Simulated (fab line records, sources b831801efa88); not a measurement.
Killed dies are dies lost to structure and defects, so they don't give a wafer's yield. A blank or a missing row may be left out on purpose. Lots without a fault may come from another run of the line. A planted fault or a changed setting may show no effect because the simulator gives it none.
A struck lot beside a sound one | flow sky130 | 44 steps out of a route of 708
Sound: wafers L597.1, L597.4, L597.5. Struck: wafer L599.3. (L599.2, L599.4 of the same lot were not struck and are left out.) The cause comes at the end.
At each step with rows: each side's tool, then ch and its chambers, then its first start. Under that, the readings that differ: sound wafers | struck wafers | difference of the means | sigmas: that difference in standard deviations of wafers without a fault.
alike: readings whose means differ by less than 2 such deviations, and words and numbers that are the same on both sides. not compared: withheld readings, readings that some wafer has no value for, bounds like >300 that may hide the same value, and numbers for which the record gives no deviation and whose values overlap.
The two part at a step that has a row with sigmas, a row that says differs or no value, or rows on one side only. Numbers that don't overlap but have no deviation are shown without sigmas and don't part them. A reading that every wafer of one side lacks parts them only if that side has two wafers or more.

SKY_VIA3_ETCH_15: etches SiO2 in C4F8/O2/Ar, stops on TiN, target depth 507 nm, time 78 s.
  sound on rie_diel-02 ch 0,1,2, day 39 12:59; struck on rie_diel-04 ch 0, day 40 05:59
  alike: oes_product_au
  not compared: rf_hours_counter_h
then, 6 steps without rows for these wafers: SKY_VIA3_STRIP_16 (strips in O2/N2); SKY_VIA3_STRIP_17 (strips in post etch residue remover, time 1200 s); SKY_VIA3_CLEAN_18 (cleans in IPA, time 180 s); SKY_VIA3_CLEAN_19 (cleans in O3/DIW); SKY_VIA3_SPUTTER_20 (material TiN, target thk 20 nm, time 80 s); SKY_VIA3_CVD_21 (deposits W, target thk 390 nm, time 117.31 s).
SKY_VIA3_RS_MEAS_22: measures by four-point-probe.
  sound on film_metro-02, day 39 13:49; struck on film_metro-02, day 40 07:12
  alike: VIA3_W_RS
SKY_VIA3_THK_MEAS_23: measures by xrf.
  sound on film_metro-02, day 39 13:56; struck on film_metro-02, day 40 07:19
  alike: VIA3_W_THK
then, 3 steps without rows for these wafers: SKY_VIA3_CMP_24 (polishes, stops on SiO2, t overpolish 20 s, target thk 0 nm); SKY_METAL4_SPUTTER_00 (material Ti, target thk 15 nm, time 10 s); SKY_METAL4_SPUTTER_01 (material TiN, target thk 20 nm, time 16.7 s).
SKY_METAL4_SPUTTER_02: material AlCu, target thk 735 nm, time 39.1 s.
  sound on pvd_sputter-04, day 39 14:21; struck on pvd_sputter-04, day 40 07:43
  reading                                     | sound                | struck | difference | sigmas
  chamber_pressure_pa (Pa)                    | 0.4001 0.3993 0.3993 | 0.3389 | -0.0607    | -79
  throttle_valve_pct (%)                      | 30.7 28.1 30.0       | 32.9   | +3.3       | +3
  model.AlCu_of_METAL4_SPUTTER_02.thk_nm (nm) | 738.3 739.7 744.6    | 766    | +25        |
SKY_METAL4_SPUTTER_03: material Ti, target thk 5 nm, time 3.3 s.
  sound on pvd_sputter-04, day 39 14:23; struck on pvd_sputter-04, day 40 07:44
  reading                  | sound                | struck | difference | sigmas
  chamber_pressure_pa (Pa) | 0.4008 0.4014 0.3996 | 0.3990 | -0.0016    | -2
  alike: throttle_valve_pct
then, 1 step without rows for these wafers: SKY_METAL4_SPUTTER_04 (material TiN, target thk 70 nm, time 58.3 s).
SKY_CAP2M_CVD_00: deposits SiO2, target thk 15.5 nm.
  sound on pecvd-01 ch 0,2, day 39 14:27; struck on pecvd-02 ch 2, day 40 07:49
  alike: heater_power_w
SKY_CAP2M_THK_MEAS_01:
  sound on film_metro-04, day 39 14:28; struck on film_metro-03, day 40 07:50
  alike: CAP2M_CVD_00_THK
SKY_CAP2M_SPUTTER_02: material TiN, target thk 200 nm, time 166.7 s.
  sound on pvd_sputter-03, day 39 14:32; struck on pvd_sputter-03, day 40 07:53
  alike: chamber_pressure_pa, throttle_valve_pct
SKY_CAP2M_RS_MEAS_03: measures by four-point-probe.
  sound on film_metro-02, day 39 14:38; struck on film_metro-04, day 40 08:01
  alike: CAP2M_TIN_RS
SKY_CAP2M_THK_MEAS_04: measures by xrf.
  sound on film_metro-02, day 39 14:46; struck on film_metro-04, day 40 08:08
  alike: CAP2M_TIN_THK
then, 7 steps without rows for these wafers: SKY_CAP2M_DEHYDRATE_05 (time 60 s); SKY_CAP2M_HMDS_06 (prime time 60 s); SKY_CAP2M_COAT_07 (resist thk 1140 nm); SKY_CAP2M_SOFTBAKE_08 (time 60 s); SKY_CAP2M_EXPOSE_09 (exposes mask CAP2M, target cd 1000 nm); SKY_CAP2M_PEB_10; SKY_CAP2M_DEVELOP_11 (develop time 60 s).
SKY_CAP2M_OVL_MEAS_12:
  sound on overlay-02, day 40 15:20; struck on overlay-02, day 41 08:14
  alike: CAP2M_OVL
SKY_CAP2M_METAL_ETCH_13: etches TiN in Cl2/BCl3, stops on SiO2, target depth 220 nm, time 61.56 s.
  sound on rie_metal-03 ch 0, day 40 15:22; struck on rie_metal-03 ch 1, day 41 08:16
  alike: drypump_motor_current_A, he_backside_leak_sccm, mfc_cl2_sccm, oes_product_au, throttle_valve_pct
  not compared: rf_hours_counter_h
then, 12 steps without rows for these wafers: SKY_CAP2M_STRIP_14 (strips in O2/N2); SKY_CAP2M_STRIP_15 (strips in post etch residue remover, time 1200 s); SKY_CAP2M_CLEAN_16 (cleans in IPA, time 180 s); SKY_CAP2M_CLEAN_17 (cleans in O3/DIW); SKY_METAL4_DEHYDRATE_05 (time 60 s); SKY_METAL4_HMDS_06 (prime time 60 s); SKY_METAL4_COAT_07 (resist thk 60 nm); SKY_METAL4_COAT_08 (resist thk 1140 nm); SKY_METAL4_SOFTBAKE_09 (time 90 s); SKY_METAL4_EXPOSE_10 (exposes mask MM4, target cd 300 nm); SKY_METAL4_PEB_11; SKY_METAL4_DEVELOP_12 (develop time 60 s).
SKY_METAL4_CD_MEAS_13: target cd 300 nm.
  sound on cd_sem-02, day 41 15:56; struck on cd_sem-02, day 42 09:00
  alike: cd_nm
SKY_METAL4_METAL_ETCH_18: etches the open film in Cl2/BCl3, stops on SiO2, target depth 845 nm, time 175.1 s.
  sound on rie_metal-04 ch 0, day 41 16:14; struck on rie_metal-03 ch 0, day 42 09:20
  reading                            | sound             | struck | difference | sigmas
  drypump_motor_current_A (A)        | 5.54 5.54 5.55    | 6.06   | +0.52      | +2
  oes_product_au (a.u.)              | 0.891 0.892 0.894 | 0.904  | +0.012     | +2
  model.METAL4.feature_depth_nm (nm) | 868.9 869.7 875.9 | 894.9  | +23.4      |
  model.etch.depth_nm (nm)           | 868.9 869.7 875.9 | 894.9  | +23.4      |
  alike: he_backside_leak_sccm, mfc_cl2_sccm, throttle_valve_pct
  not compared: rf_hours_counter_h
-- the record jumps here: 4 days lie between the struck wafers' starts before and after (it left off in module METAL4 and takes up again in module PAD_OPEN, whose first step shown is number 708 of the route) --
SKY_PAD_OPEN_PROBE_99:
  sound on prober-01, day 45 15:36; struck on prober-01, day 46 08:18
  reading                    | sound                   | struck | difference | sigmas
  model.etest.met4.rs_ohm_sq | 0.04242 0.04307 0.04229 | 0.0411 | -0.0015    |
  alike: defect_limited_yield, killed_at_M0_to_M3, killed_at_M4_up, killed_at_contacts, killed_at_front_end, killed_at_other, killed_dies, killed_open, killed_short, sort_bin_3_pad_short, sort_bin_5_function, sort_bin_6_memory, sort_n_pass, sort_yield_pct

WHERE THEY PART
First at SKY_METAL4_SPUTTER_02; last, within this record, at SKY_METAL4_METAL_ETCH_18. Later steps at which nothing parts them and some readings are alike: SKY_PAD_OPEN_PROBE_99.

WHY: what the simulator had put in
Process parameter drift: pvd_sputter-04, from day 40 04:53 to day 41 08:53, at SKY_METAL4_SPUTTER_02. Setting chamber_pressure_pa, moved by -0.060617, from 0.4. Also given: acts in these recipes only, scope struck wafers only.
